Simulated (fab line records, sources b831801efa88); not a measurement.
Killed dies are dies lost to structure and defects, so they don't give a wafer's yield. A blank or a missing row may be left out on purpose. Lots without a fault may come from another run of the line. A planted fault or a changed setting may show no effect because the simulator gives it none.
Which tool did it? | flow gf180mcu | 6 lots, 18 wafers sampled, at 3 steps of a route of 602

WHAT THE GAUGES READ, wafer by wafer
GF_VT_IMPLANT_RS_MEAS_49: measures by four-point-probe.
lot  | measured     | on            | MVPSD_RS (ohm/sq)
L749 | day 7 20:07  | film_metro-01 | 1171.0 1168.0 1171.4
L755 | day 9 12:28  | film_metro-04 | 1222.0 1219.5 1220.3
L757 | day 10 02:19 | film_metro-02 | 1170.9 1172.5 1173.3
L763 | day 11 18:34 | film_metro-01 | 1169.0 1171.4 1168.8
L769 | day 13 11:41 | film_metro-01 | 1170.1 1169.2 1170.0
L771 | day 14 00:49 | film_metro-02 | 1170.9 1166.9 1173.2

WHICH TOOL RAN EACH LOT (tool, then ch and the chambers of the sampled wafers, then the start)
lot  | GF_LVPWELL_STRIP_10                 | GF_MVPSD_IMPLANT_08
L749 | plasma_asher-03 ch 0,1, day 4 02:28 | implanter-01 ch 0, day 5 06:21
L755 | plasma_asher-04 ch 1, day 5 11:44   | implanter-03 ch 0, day 6 17:34
L757 | plasma_asher-04 ch 0,1, day 6 00:32 | implanter-04 ch 0, day 7 07:01
L763 | plasma_asher-01 ch 0,1, day 7 09:20 | implanter-01 ch 0, day 8 17:38
L769 | plasma_asher-04 ch 0,1, day 8 19:23 | implanter-01 ch 0, day 10 06:32
L771 | plasma_asher-01 ch 0,1, day 9 05:17 | implanter-04 ch 0, day 10 17:35
- GF_LVPWELL_STRIP_10: strips in O2/N2.
- GF_MVPSD_IMPLANT_08

THE ANSWER, worked out from the rows above alone
Rule: what is usual is taken from the lots themselves. Put in order of their means at a reading, lots are off if they are a third of the lots or fewer, leave a main group of 4 or more, and stand apart from it by a gap of 3 or more times the standard deviation of the main group's means; of several such gaps the widest counts. A main group whose means are all the same, to the digits that the tables above print for the reading, isn't used. A lot without any number at a reading at which 4 lots or more have one is off too. The other lots that the step has rows for count as sound.
Off: L755, at GF_VT_IMPLANT_RS_MEAS_49 (MVPSD_RS). The main group: mean 1170.4 ohm/sq, standard deviation 0.92.
A tool fits if, at a process step before that reading, it ran every lot that is off, and no sound lot after the first of them. The gauges at GF_VT_IMPLANT_RS_MEAS_49 are tried like those tools. Can't be told from this: 2 tools fit, implanter-03 at GF_MVPSD_IMPLANT_08, film_metro-04 at GF_VT_IMPLANT_RS_MEAS_49.

WHAT THE SIMULATOR HAD PUT IN
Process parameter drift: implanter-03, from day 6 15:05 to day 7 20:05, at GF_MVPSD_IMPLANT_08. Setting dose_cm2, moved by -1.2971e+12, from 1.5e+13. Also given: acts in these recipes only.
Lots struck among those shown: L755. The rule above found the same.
